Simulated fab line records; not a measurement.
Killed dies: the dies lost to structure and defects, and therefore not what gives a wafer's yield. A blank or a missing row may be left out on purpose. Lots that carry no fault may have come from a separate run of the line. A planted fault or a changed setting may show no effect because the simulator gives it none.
Which tool did it? -- flow gf180mcu -- 6 lots, 18 wafers sampled, at 4 steps of a route of 602

WHAT THE GAUGES READ, wafer by wafer
GF_PSD_RS_MEAS_14: the measuring method here is four-point-probe.
lot,measured,on,NSD_RS (ohm/sq)
L713,day 15 03:13,film-metro-02,46.62 46.71 46.57
L716,day 15 23:38,film-metro-02,46.77 46.75 46.68
L725,day 19 05:23,film-metro-01,46.10 46.07 46.07
L729,day 20 18:02,film-metro-02,46.10 46.10 46.00
L732,day 21 12:50,film-metro-02,46.20 46.25 46.21
L734,day 22 13:33,film-metro-01,46.24 46.27 46.14

EACH LOT AND THE TOOL THAT RAN IT (in order: tool; ch and the chambers of the sampled wafers; start)
lot,GF_NWELL_STRIP_10,GF_NSD_IMPLANT_09,GF_NSD_STRIP_11
L713,"plasma-asher-03 ch 0,1, day 3 17:58","implanter-01 ch 0, day 14 05:26","plasma-asher-01 ch 0,1, day 14 05:44"
L716,"plasma-asher-04 ch 0,1, day 4 10:17","implanter-01 ch 0, day 15 01:26","plasma-asher-04 ch 0,1, day 15 01:44"
L725,"plasma-asher-04 ch 0,1, day 6 12:19","implanter-03 ch 0, day 18 04:11","plasma-asher-04 ch 0,1, day 18 04:29"
L729,"plasma-asher-04 ch 0,1, day 7 12:47","implanter-01 ch 0, day 19 16:38","plasma-asher-01 ch 0,1, day 19 16:56"
L732,"plasma-asher-04 ch 0,1, day 8 01:31","implanter-01 ch 0, day 20 11:53","plasma-asher-01 ch 0,1, day 20 12:11"
L734,"plasma-asher-04 ch 1, day 8 18:49","implanter-01 ch 0, day 21 12:56","plasma-asher-04 ch 0,1, day 21 13:13"
- GF_NWELL_STRIP_10: strips in O2/N2.
- GF_NSD_IMPLANT_09
- GF_NSD_STRIP_11: strips in O2/N2.

THE ANSWER, worked out from the rows above alone
Rule: what is usual is taken from the lots themselves. The widest of any qualifying gaps counts: lots, ordered by their means at a reading, are off when they make up no more than a third of the lots, leave a main group of 4 or more, and stand apart from it by 3 or more times the standard deviation of that group's means. Not used: any main group whose means are identical at the precision the tables above print for the reading. Also off: a lot with no number at a reading for which 4 or more lots have one. The other lots that the step has rows for count as sound.
Off: L713, L716, at GF_PSD_RS_MEAS_14 (NSD_RS). Mean 46.15 ohm/sq and standard deviation 0.073 in the main group.
A tool fits if, at a process step before that reading, it ran every lot that is off, and no sound lot after the first of them. Those tools and the gauges at GF_PSD_RS_MEAS_14 are tried in the same way. None of those tried fits.

WHAT HAD BEEN PUT IN BY THE SIMULATOR
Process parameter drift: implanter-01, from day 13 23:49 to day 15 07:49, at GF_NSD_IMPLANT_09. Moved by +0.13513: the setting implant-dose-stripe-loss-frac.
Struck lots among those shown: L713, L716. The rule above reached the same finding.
